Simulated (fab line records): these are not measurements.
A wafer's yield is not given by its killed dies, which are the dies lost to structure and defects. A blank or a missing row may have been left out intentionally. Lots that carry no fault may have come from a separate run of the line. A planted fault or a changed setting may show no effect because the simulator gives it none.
A lot that was struck, set against a sound lot ; flow sky130 ; 20 out of 708 route steps
Sound: these wafers, L865.1, L865.4, L865.5. The struck wafers were L868.2, L868.3, L868.4. Last of all comes the cause.
Per side, at each step with rows, come the tool, then ch with its chambers, and then its first start. Under that, the readings that differ: sound wafers ; struck wafers ; difference of the means ; sigmas: that difference in standard deviations of wafers without a fault.
alike: same words and numbers on both sides, and readings whose means sit less than 2 such deviations apart. not compared: any withheld reading, any reading some wafer has no value for, any bound like >300 that may hide the same value, and any number with overlapping values for which the record gives no deviation.
A row with sigmas, a row that says differs or no value, or rows on one side alone: a step with any of these is where the two part. Numbers that have no deviation but don't overlap get no sigmas and don't part them. A reading that every wafer of one side lacks parts them only if that side has two wafers or more.

first, 2 steps without rows for these wafers: SKY_CONTACT_ETCH_16 (etches BARC in N2/H2, stops on SiO2, time 45.9 s, target depth 60 nm); SKY_CONTACT_ETCH_17 (etches SiO2 in C4F8/O2/Ar, stops on Si3N4, target depth 340 nm).
SKY_CONTACT_ETCH_18: etches Si3N4 in CHF3/O2, stops on TiN, time 39 s, target depth 75 nm.
  sound: rie_diel-01 ch 1,2,3; struck: rie_diel-01 ch 0,2,3
  alike: drypump_motor_current_A, oes_product_au, rf_fwd_power_W, throttle_valve_pct
  not compared: rf_hours_counter_h
SKY_CONTACT_STRIP_19: strips in O2/N2.
  sound on plasma_asher-03 ch 0, day 32 13:56; struck on plasma_asher-02 ch 0,1, day 33 04:42
  alike: drypump_motor_current_A, oes_product_au, strip_time_to_endpoint_s
  not compared: rf_hours_counter_h
then, 4 steps without rows for these wafers: SKY_CONTACT_STRIP_20 (strips in post etch residue remover, time 1200 s); SKY_CONTACT_CLEAN_21 (cleans in IPA, time 180 s); SKY_CONTACT_CLEAN_22 (cleans in O3/DIW); SKY_CONTACT_SPUTTER_23 (material TiN, target thk 20 nm, time 80 s).
SKY_CONTACT_CVD_24: deposits W, target thk 340 nm, time 102.12 s.
  sound on cvd_w-02 ch 0,1, day 32 14:40; struck on cvd_w-02 ch 0,1, day 33 05:22
  alike: heater_power_w
SKY_CONTACT_RS_MEAS_25: measures by four-point-probe.
  sound on film_metro-03, day 32 14:47; struck on film_metro-04, day 33 05:29
  alike: CONTACT_W_RS
SKY_CONTACT_THK_MEAS_26: measures by xrf.
  sound on film_metro-03, day 32 14:54; struck on film_metro-04, day 33 05:36
  alike: CONTACT_W_THK
then, 1 step without rows for these wafers: SKY_CONTACT_CMP_27 (polishes, stops on SiO2, t overpolish 15 s, target thk 0 nm).
SKY_METAL1_SPUTTER_00: material Ti, target thk 15 nm, time 10 s.
  sound on pvd_sputter-01, day 32 15:16; struck on pvd_sputter-03, day 33 05:57
  no value came back on the struck wafers for cathode_dc_power_W (W), chamber_pressure_pa (Pa), throttle_valve_pct (%); on the sound wafers cathode_dc_power_W (W) reads 2999.6 2999.7 2999.3
then, 1 step without rows for these wafers: SKY_METAL1_SPUTTER_01 (material TiN, target thk 20 nm, time 16.7 s).
SKY_METAL1_SPUTTER_02: material AlCu, target thk 250 nm, time 13.3 s.
  sound on pvd_sputter-01, day 32 15:19; struck on pvd_sputter-03, day 33 06:00
  alike: cathode_dc_power_W, chamber_pressure_pa, throttle_valve_pct
SKY_METAL1_SPUTTER_03: material Ti, target thk 5 nm, time 3.3 s.
  sound on pvd_sputter-01, day 32 15:20; struck on pvd_sputter-03, day 33 06:01
  alike: cathode_dc_power_W, chamber_pressure_pa, throttle_valve_pct
then, 1 step without rows for these wafers: SKY_METAL1_SPUTTER_04 (material TiN, target thk 70 nm, time 58.3 s).
SKY_METAL1_RS_MEAS_05: measures by four-point-probe.
  sound on film_metro-01, day 32 15:24; struck on film_metro-03, day 33 06:23
  alike: METAL1_ALCU_RS
  not compared: hold
SKY_METAL1_THK_MEAS_06: measures by xrf.
  sound on film_metro-01, day 32 15:31; struck on film_metro-03, day 33 07:49
reading;sound;struck;difference;sigmas
hold;- - -;await_dispo/1.3h/release await_dispo/1.3h/release await_dispo/1.3h/release;no value on the sound wafers;
  alike: METAL1_ALCU_THK
-- the record jumps here: 14 days lie between the struck wafers' starts before and after (it left off in module METAL1 and takes up again in module PAD_OPEN, whose first step shown is number 708 of the route) --
SKY_PAD_OPEN_PROBE_99:
  sound on prober-01, day 46 16:55; struck on prober-02, day 47 04:36
reading;sound;struck;difference;sigmas
model.etest.mcon_chain.rc_ohm;16.38 16.32 16.51;18.45 17.79 17.18;+1.40;
  alike: defect_limited_yield, killed_at_M0_to_M3, killed_at_M4_up, killed_at_contacts, killed_at_front_end, killed_at_other, killed_dies, killed_open, killed_short, sort_bin_3_pad_short, sort_bin_5_function, sort_bin_6_memory, sort_n_pass, sort_yield_pct

## WHERE THEY PART
Last at SKY_METAL1_THK_MEAS_06 as far as this record goes, first at SKY_METAL1_SPUTTER_00. Later steps at which nothing parts them and some readings are alike: SKY_PAD_OPEN_PROBE_99.

WHY: whatever the simulator had introduced
Step skipped in full: pvd_sputter-03, at SKY_METAL1_SPUTTER_00, from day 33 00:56 onward. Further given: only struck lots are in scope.
